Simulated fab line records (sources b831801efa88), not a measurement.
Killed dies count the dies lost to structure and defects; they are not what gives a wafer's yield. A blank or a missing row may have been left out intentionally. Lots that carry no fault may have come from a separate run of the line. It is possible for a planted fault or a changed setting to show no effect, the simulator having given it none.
Which tool is to blame?    flow sky130    33 wafers from 11 lots sampled at 3 of the route's 708 steps

WHAT THE GAUGES SHOWED, per wafer
SKY_LI_CONTACT_OVL_MEAS_13.
lot   measured      on          LI_CONTACT_OVL (nm)
L812  day 30 22:17  overlay-02  -9 4 -4
L817  day 32 13:04  overlay-02  -5 -10 -9
L818  day 32 17:36  overlay-01  4 -4 -3
L819  day 32 21:47  overlay-02  -2 0 2
L821  day 33 16:14  overlay-01  0 18 -2
L822  day 34 02:56  overlay-02  2 1 7
L824  day 35 06:51  overlay-01  -2 2 -2
L826  day 35 08:29  overlay-01  2 3 4
L827  day 35 14:50  overlay-02  2 -3 4
L829  day 35 22:26  overlay-01  5 1 0
L830  day 36 09:47  overlay-01  -4 -1 1

SKY_LOCAL_INTERCONNECT_RS_MEAS_01: measures by four-point-probe.
lot   measured      on            LOCAL_INTERCONNECT_TIN_RS (ohm/sq)
L812  day 30 23:33  filmMetro-03  14.21 14.43 14.13
L817  day 32 14:21  filmMetro-02  14.06 14.02 14.03
L818  day 32 18:52  filmMetro-04  14.25 14.36 14.27
L819  day 32 23:03  filmMetro-04  14.04 14.04 14.06
L821  day 33 17:31  filmMetro-04  14.20 14.33 14.26
L822  day 34 04:18  filmMetro-03  14.23 14.09 14.25
L824  day 35 08:09  filmMetro-02  14.11 14.06 14.18
L826  day 35 09:49  filmMetro-02  14.17 14.01 14.12
L827  day 35 16:16  filmMetro-04  14.06 13.84 14.02
L829  day 35 23:42  filmMetro-02  14.47 14.11 14.17
L830  day 36 11:09  filmMetro-03  14.05 14.02 14.01

TOOL THAT RAN EACH LOT (tool first, then ch and the chambers of the sampled wafers, then the start)
lot   SKY_LI_CONTACT_CMP_02
L812  cmp-02 ch 0,2,3, day 29 18:32
L817  cmp-02 ch 1,2,3, day 31 08:55
L818  cmp-02 ch 0,1,3, day 31 14:07
L819  cmp-01 ch 2,3, day 31 18:16
L821  cmp-02 ch 0,1,3, day 32 12:53
L822  cmp-01 ch 0,3, day 32 23:47
L824  cmp-02 ch 1,2, day 34 03:40
L826  cmp-02 ch 1,2,3, day 34 06:34
L827  cmp-02 ch 0,2, day 34 12:12
L829  cmp-02 ch 0,2, day 34 19:56
L830  cmp-02 ch 2,3, day 35 07:13
- SKY_LI_CONTACT_CMP_02: polishes PSG.

WHAT THE TOOLS THEMSELVES READ (means of the sampled wafers that have a number; where no wafer has one, the mark that the record gives instead)
SKY_LI_CONTACT_CMP_02.
lot   tool    motorCurrentA (A)  platenRpm (rpm)  timeToEndpointS (s)
L812  cmp-02  12.5               60.00            31.5
L817  cmp-02  11.8               60.04            31.9
L818  cmp-02  12.2               60.00            32.8
L819  cmp-01  12.0               59.97            33.2
L821  cmp-02  13.0               60.02            32.2
L822  cmp-01  12.8               59.95            35.8
L824  cmp-02  11.8               60.00            34.9
L826  cmp-02  12.1               60.03            35.1
L827  cmp-02  12.6               60.04            33.0
L829  cmp-02  12.1               59.98            31.5
L830  cmp-02  12.5               59.99            35.7

THE ANSWER, worked out from the rows above alone
Rule: what is usual is taken from the lots themselves. Put in order of their means at a reading, lots are off if they are a third of the lots or fewer, leave a main group of 4 or more, and stand apart from it by a gap of 3 or more times the standard deviation of the main group's means; of several such gaps the widest counts. Not used: any main group whose means are identical at the precision the tables above print for the reading. Also off: a lot with no number at a reading for which 4 or more lots have one. Any other lot the step has rows for is counted as sound. Order of review: gauges by route order, followed by the tools' own readings, for which a lot's mean as printed above is used. At the first step where some lot is off, the reading lying furthest off is the one used; lots without a number count as furthest.
No lot is off at any reading shown: from this, nothing can be told.

WHAT THE SIMULATOR PUT IN
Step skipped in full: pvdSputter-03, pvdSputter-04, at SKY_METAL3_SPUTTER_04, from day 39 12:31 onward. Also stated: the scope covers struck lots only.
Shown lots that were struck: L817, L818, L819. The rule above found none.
